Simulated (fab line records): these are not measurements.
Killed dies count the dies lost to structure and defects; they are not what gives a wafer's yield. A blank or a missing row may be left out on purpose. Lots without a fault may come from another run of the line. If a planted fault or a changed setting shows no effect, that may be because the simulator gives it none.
Which tool did it? + flow sky130 + 12 lots, 36 wafers sampled, at 2 steps of a route of 708

== WHAT THE GAUGES READ, wafer by wafer ==
SKY_LOCAL_INTERCONNECT_CD_MEAS_11 targets a cd of 170 nm.
| lot  | measured     | on        | cd-nm (nm)        |
|------|--------------|-----------|-------------------|
| L563 | day 30 08:44 | cd-sem-02 | 169.0 170.4 169.9 |
| L565 | day 31 14:09 | cd-sem-01 | 171.1 169.7 170.3 |
| L567 | day 31 15:25 | cd-sem-01 | 167.3 168.5 168.8 |
| L569 | day 32 10:16 | cd-sem-01 | 169.5 167.9 165.9 |
| L571 | day 33 01:03 | cd-sem-02 | 168.2 167.3 167.2 |
| L572 | day 33 14:37 | cd-sem-01 | 169.5 168.8 169.2 |
| L573 | day 34 00:47 | cd-sem-01 | 168.7 168.0 168.9 |
| L576 | day 34 23:02 | cd-sem-01 | 171.2 170.2 172.2 |
| L577 | day 35 07:14 | cd-sem-01 | 168.8 168.9 167.8 |
| L578 | day 35 18:55 | cd-sem-01 | 171.7 169.8 171.6 |
| L579 | day 35 19:01 | cd-sem-02 | 166.3 165.5 167.0 |
| L581 | day 36 06:58 | cd-sem-01 | 174.1 172.3 173.7 |

SKY_CONTACT_CD_MEAS_14 targets a cd of 170 nm.
| lot  | measured     | on        | cd-nm (nm)        |
|------|--------------|-----------|-------------------|
| L563 | day 31 14:28 | cd-sem-02 | 170.3 171.1 171.0 |
| L565 | day 32 18:40 | cd-sem-01 | 171.3 169.7 171.0 |
| L567 | day 32 19:56 | cd-sem-01 | 170.6 171.6 172.0 |
| L569 | day 33 14:28 | cd-sem-02 | 170.1 168.9 171.0 |
| L571 | day 34 04:38 | cd-sem-02 | 169.9 170.1 168.9 |
| L572 | day 34 18:28 | cd-sem-01 | 169.1 167.9 169.8 |
| L573 | day 35 04:32 | cd-sem-02 | 169.2 168.8 168.7 |
| L576 | day 36 03:10 | cd-sem-02 | 169.3 169.5 170.2 |
| L577 | day 36 10:32 | cd-sem-01 | 169.0 171.9 169.8 |
| L578 | day 36 22:11 | cd-sem-01 | 170.3 171.0 170.3 |
| L579 | day 36 22:34 | cd-sem-02 | 169.9 170.7 172.1 |
| L581 | day 37 10:52 | cd-sem-01 | 170.8 173.0 170.5 |

== TOOL THAT RAN EACH LOT (tool first, then ch and the chambers of the sampled wafers, then the start) ==
The record holds no process step before these readings.

== WHAT THE TOOLS THEMSELVES READ (means of the sampled wafers that have a number; where no wafer has one, the mark that the record gives instead) ==
The record holds no such reading with a usual standard deviation.

== THE ANSWER, worked out from the rows above alone ==
Rule: the usual values come from the lots themselves. Put in order of their means at a reading, lots are off if they are a third of the lots or fewer, leave a main group of 4 or more, and stand apart from it by a gap of 3 or more times the standard deviation of the main group's means; of several such gaps the widest counts. If all means in a main group match to the digits the tables above print for the reading, that group is not used. A lot without any number at a reading at which 4 lots or more have one is off too. The other lots that the step has rows for count as sound. Order of review: gauges by route order, followed by the tools' own readings, for which a lot's mean as printed above is used. At the first step where some lot is off, the reading lying furthest off is the one used; lots without a number count as furthest.
Nothing can be told from this: no lot is off at any reading shown.

== WHAT HAD BEEN PUT IN BY THE SIMULATOR ==
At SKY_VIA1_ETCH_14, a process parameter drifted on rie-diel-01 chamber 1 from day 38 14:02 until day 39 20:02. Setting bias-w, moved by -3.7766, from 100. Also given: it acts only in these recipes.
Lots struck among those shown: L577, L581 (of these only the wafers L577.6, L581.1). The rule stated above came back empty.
